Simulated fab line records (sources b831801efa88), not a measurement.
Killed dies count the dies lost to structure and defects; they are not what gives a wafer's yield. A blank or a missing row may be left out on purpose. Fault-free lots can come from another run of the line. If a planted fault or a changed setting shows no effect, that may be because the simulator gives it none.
Which tool was responsible? / flow sky130 / 11 lots with 31 wafers sampled at 2 steps, on a route of 708 steps

WHAT THE GAUGES READ, wafer by wafer
SKY_VIA4_RS_MEAS_19: measurement is done with a four-point probe.
lot=L483; measured=day 44 06:56; on=filmMetro-01; VIA4_W_RS (ohm/sq)=0.227 0.223 0.227
lot=L481; measured=day 44 11:11; on=filmMetro-03; VIA4_W_RS (ohm/sq)=0.222 0.226 0.230
lot=L479; measured=day 44 12:32; on=filmMetro-04; VIA4_W_RS (ohm/sq)=0.230 0.227 0.233
lot=L484; measured=day 44 21:46; on=filmMetro-04; VIA4_W_RS (ohm/sq)=0.233 0.230 0.222
lot=L488; measured=day 45 16:41; on=filmMetro-01; VIA4_W_RS (ohm/sq)=0.259 0.257
lot=L490; measured=day 46 03:19; on=filmMetro-03; VIA4_W_RS (ohm/sq)=0.229 0.256
lot=L492; measured=day 46 12:53; on=filmMetro-01; VIA4_W_RS (ohm/sq)=0.224 0.228 0.227
lot=L493; measured=day 46 17:23; on=filmMetro-04; VIA4_W_RS (ohm/sq)=0.228 0.227 0.229
lot=L497; measured=day 47 17:39; on=filmMetro-03; VIA4_W_RS (ohm/sq)=0.227 0.230 0.225
lot=L499; measured=day 48 10:08; on=filmMetro-04; VIA4_W_RS (ohm/sq)=0.227 0.226 0.227
lot=L502; measured=day 49 00:01; on=filmMetro-04; VIA4_W_RS (ohm/sq)=0.227 0.228 0.226

WHAT TOOL EACH LOT RAN ON (gives the tool, then ch and the chambers of the sampled wafers, and finally the start)
lot=L483; SKY_VIA4_CVD_18=cvdW-02 ch 0,1, day 44 06:47
lot=L481; SKY_VIA4_CVD_18=cvdW-02 ch 0,1, day 44 11:02
lot=L479; SKY_VIA4_CVD_18=cvdW-01 ch 1, day 44 12:23
lot=L484; SKY_VIA4_CVD_18=cvdW-01 ch 0,1, day 44 21:37
lot=L488; SKY_VIA4_CVD_18=cvdW-01 ch 0, day 45 16:32
lot=L490; SKY_VIA4_CVD_18=cvdW-01 ch 0,1, day 46 03:10
lot=L492; SKY_VIA4_CVD_18=cvdW-02 ch 0,1, day 46 12:44
lot=L493; SKY_VIA4_CVD_18=cvdW-02 ch 0,1, day 46 17:12
lot=L497; SKY_VIA4_CVD_18=cvdW-02 ch 0,1, day 47 17:30
lot=L499; SKY_VIA4_CVD_18=cvdW-02 ch 0,1, day 48 09:58
lot=L502; SKY_VIA4_CVD_18=cvdW-02 ch 0,1, day 48 23:51
- SKY_VIA4_CVD_18: deposits W, target thk 505 nm, time 152.14 s.

THE ANSWER, worked out from the rows above alone
Rule: usual is defined by the lots themselves. The widest of any qualifying gaps counts: lots, ordered by their means at a reading, are off when they make up no more than a third of the lots, leave a main group of 4 or more, and stand apart from it by 3 or more times the standard deviation of that group's means. Not used: any main group whose means are identical at the precision the tables above print for the reading. Also off: a lot with no number at a reading for which 4 or more lots have one. Where the step has rows for the other lots, those lots are counted as sound.
Off: at SKY_VIA4_RS_MEAS_19 (VIA4_W_RS), L488, L490. The main group: mean 0.227 ohm/sq, standard deviation 0.0013.
If a tool, at a process step before that reading, ran all the lots that are off and no sound lot after the first of them, it fits. Those tools and the gauges at SKY_VIA4_RS_MEAS_19 are tried in the same way. One candidate fits, namely cvdW-01 at SKY_VIA4_CVD_18. A fault onset in the window from L484 (day 44 21:37, its last sound lot) to L488 (day 45 16:32, its first lot off) fits.

WHAT THE SIMULATOR HAD PUT IN
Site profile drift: cvdW-01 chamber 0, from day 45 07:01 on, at SKY_VIA4_CVD_18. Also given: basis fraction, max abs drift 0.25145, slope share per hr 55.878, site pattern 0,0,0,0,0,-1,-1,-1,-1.
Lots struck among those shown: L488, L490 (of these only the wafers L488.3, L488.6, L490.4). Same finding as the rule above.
